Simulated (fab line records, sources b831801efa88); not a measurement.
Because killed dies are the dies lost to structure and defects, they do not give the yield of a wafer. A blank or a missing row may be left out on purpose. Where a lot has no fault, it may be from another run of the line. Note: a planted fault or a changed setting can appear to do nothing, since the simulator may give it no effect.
Which tool did it?	flow gf180mcu	11 lots, 33 wafers sampled, at 6 steps of a route of 602

== WHAT THE GAUGES READ, wafer by wafer ==
GF_STI_THK_MEAS_24.
lot	measured	on	STI_CVD_23_THK (nm)
L654	day 2 03:13	film_metro-03	655 653 654
L655	day 2 08:16	film_metro-01	650 658 658
L656	day 2 14:38	film_metro-02	644 635 637
L657	day 2 19:47	film_metro-03	649 643 646
L662	day 3 21:38	film_metro-01	452 639 454
L663	day 4 02:33	film_metro-02	648 647 460
L667	day 5 00:10	film_metro-02	656 656 661
L669	day 5 08:37	film_metro-03	649 658 660
L670	day 5 13:16	film_metro-02	651 641 656
L673	day 6 05:14	film_metro-03	655 658 654
L674	day 6 10:23	film_metro-01	649 645 656

GF_HV_LDD_TW_MEAS_50.
lot	measured	on	HV_LDD_4_TW
L654	day 12 07:37	film_metro-02	571 573 570
L655	day 12 12:12	film_metro-04	556 559 557
L656	day 12 22:31	film_metro-03	566 567 569
L657	day 13 07:46	film_metro-03	558 560 561
L662	day 15 04:14	film_metro-04	556
L663	day 15 11:59	film_metro-02	580 576
L667	day 17 02:35	film_metro-04	563 564 565
L669	day 17 15:50	film_metro-03	566 567 571
L670	day 18 01:29	film_metro-04	560 559 564
L673	day 19 06:25	film_metro-04	561 560 562
L674	day 19 07:20	film_metro-03	567 565 565

GF_V1_THK_MEAS_03.
lot	measured	on	V1_CVD_02_THK (nm)
L654	day 16 22:05	film_metro-02	823 839 844
L655	day 17 02:44	film_metro-01	845 848 856
L656	day 17 14:21	film_metro-01	846 837 845
L657	day 18 02:15	film_metro-03	840 850 856
L662	day 20 05:23	film_metro-03	865
L663	day 20 16:17	film_metro-03	853 867
L667	day 22 10:13	film_metro-02	842 840 859
L669	day 22 23:56	film_metro-02	851 858 860
L670	day 23 05:47	film_metro-01	836 841 855
L673	day 24 11:11	film_metro-01	840 832 852
L674	day 24 12:37	film_metro-02	844 855 859

== TOOL THAT RAN EACH LOT (tool first, then ch and the chambers of the sampled wafers, then the start) ==
lot	GF_STI_CVD_23	GF_STI_CMP_25	GF_VT_IMPLANT_STRIP_31
L654	hdpcvd-02 ch 0,1,2, day 2 03:08	cmp-01 ch 1,2,3, day 2 03:16	plasma_asher-03 ch 0,1, day 6 19:59
L655	hdpcvd-02 ch 0,1,2, day 2 08:12	cmp-01 ch 0,1, day 2 08:18	plasma_asher-04 ch 0,1, day 7 01:37
L656	hdpcvd-02 ch 0,2, day 2 14:32	cmp-02 ch 0,1,3, day 2 14:41	plasma_asher-02 ch 0,1, day 7 10:40
L657	hdpcvd-02 ch 0,1,2, day 2 19:43	cmp-02 ch 1,2,3, day 2 19:51	plasma_asher-04 ch 0,1, day 7 17:04
L662	hdpcvd-02 ch 0,1, day 3 21:32	cmp-02 ch 0,1,3, day 3 22:07	plasma_asher-02 ch 0, day 9 03:05
L663	hdpcvd-02 ch 0,1, day 4 02:29	cmp-01 ch 2,3, day 4 02:40	plasma_asher-02 ch 1, day 9 08:02
L667	hdpcvd-01 ch 1,2, day 5 00:05	cmp-01 ch 0,2,3, day 5 00:28	plasma_asher-03 ch 0,1, day 10 13:19
L669	hdpcvd-01 ch 1,2, day 5 08:32	cmp-01 ch 0,3, day 5 08:51	plasma_asher-04 ch 0,1, day 10 22:37
L670	hdpcvd-01 ch 0,1,2, day 5 13:11	cmp-01 ch 1,2,3, day 5 13:20	plasma_asher-02 ch 0,1, day 11 04:55
L673	hdpcvd-01 ch 1,2, day 6 05:10	cmp-02 ch 0,1,2, day 6 05:18	plasma_asher-03 ch 0,1, day 12 03:46
L674	hdpcvd-01 ch 1,2, day 6 10:19	cmp-01 ch 2,3, day 6 10:30	plasma_asher-03 ch 0, day 12 07:31
- GF_STI_CVD_23: deposits SiO2, target thk 650 nm, time 108.3 s.
- GF_STI_CMP_25: polishes, stops on Si3N4, t overpolish 33 s, target thk 524.6 nm.
- GF_VT_IMPLANT_STRIP_31: strips in O2/N2.

== AS READ BY THE TOOLS THEMSELVES (means over the sampled wafers that have a number; for cases with no such wafer, the mark the record gives instead) ==
GF_STI_CMP_25.
lot	tool	head_pressure_psi (psi)	motor_current_A (A)	time_to_endpoint_s (s)
L654	cmp-01	4.001	13.6	128
L655	cmp-01	4.010	15.0	125
L656	cmp-02	4.016	11.6	118
L657	cmp-02	3.993	11.4	124
L662	cmp-02	3.992	11.6	97
L663	cmp-01	4.002	13.6	112
L667	cmp-01	4.001	14.9	123
L669	cmp-01	4.001	13.8	125
L670	cmp-01	4.004	13.6	127
L673	cmp-02	3.994	11.4	121
L674	cmp-01	4.000	14.3	123

GF_VT_IMPLANT_STRIP_31.
lot	tool	drypump_motor_current_A (A)	heater_power_w (W)	oes_product_au (a.u.)	strip_time_to_endpoint_s (s)
L654	plasma_asher-03	5.8	358	0.716	12.66
L655	plasma_asher-04	5.4	301	0.714	12.66
L656	plasma_asher-02	5.9	375	0.724	12.67
L657	plasma_asher-04	5.8	305	0.715	12.62
L662	plasma_asher-02	6.3	370	0.705	12.60
L663	plasma_asher-02	5.6	376	0.718	12.67
L667	plasma_asher-03	5.8	364	0.718	12.59
L669	plasma_asher-04	5.9	314	0.717	12.68
L670	plasma_asher-02	5.8	368	0.714	12.69
L673	plasma_asher-03	5.8	360	0.718	12.66
L674	plasma_asher-03	5.6	378	0.717	12.62

== THE ANSWER, worked out from the rows above alone ==
Rule: the lots themselves supply what counts as usual. Put in order of their means at a reading, lots are off if they are a third of the lots or fewer, leave a main group of 4 or more, and stand apart from it by a gap of 3 or more times the standard deviation of the main group's means; of several such gaps the widest counts. The tables above print the reading to a certain number of digits; a main group whose means all agree to those digits is not used. Also off: a lot with no number at a reading for which 4 or more lots have one. All remaining lots with rows at the step are treated as sound. First the gauges in route order, then the tools' own readings, where a lot's mean is used as printed above. At the first step where some lot is off, the reading lying furthest off is the one used; lots without a number count as furthest.
Off: at GF_STI_THK_MEAS_24 (STI_CVD_23_THK), L662, L663. Mean 651 nm and standard deviation 5.7 in the main group.
A tool fits if, at a process step before that reading, it ran every lot that is off, and no sound lot after the first of them. Those tools and the gauges at GF_STI_THK_MEAS_24 are tried in the same way. One candidate fits, namely hdpcvd-02 at GF_STI_CVD_23. A fault onset in the window from L657 (day 2 19:43, its last sound lot) to L662 (day 3 21:32, its first lot off) fits.

== WHAT WAS PUT IN BY THE SIMULATOR ==
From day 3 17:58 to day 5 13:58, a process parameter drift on hdpcvd-02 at GF_STI_CVD_23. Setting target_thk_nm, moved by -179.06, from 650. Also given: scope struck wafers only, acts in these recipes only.
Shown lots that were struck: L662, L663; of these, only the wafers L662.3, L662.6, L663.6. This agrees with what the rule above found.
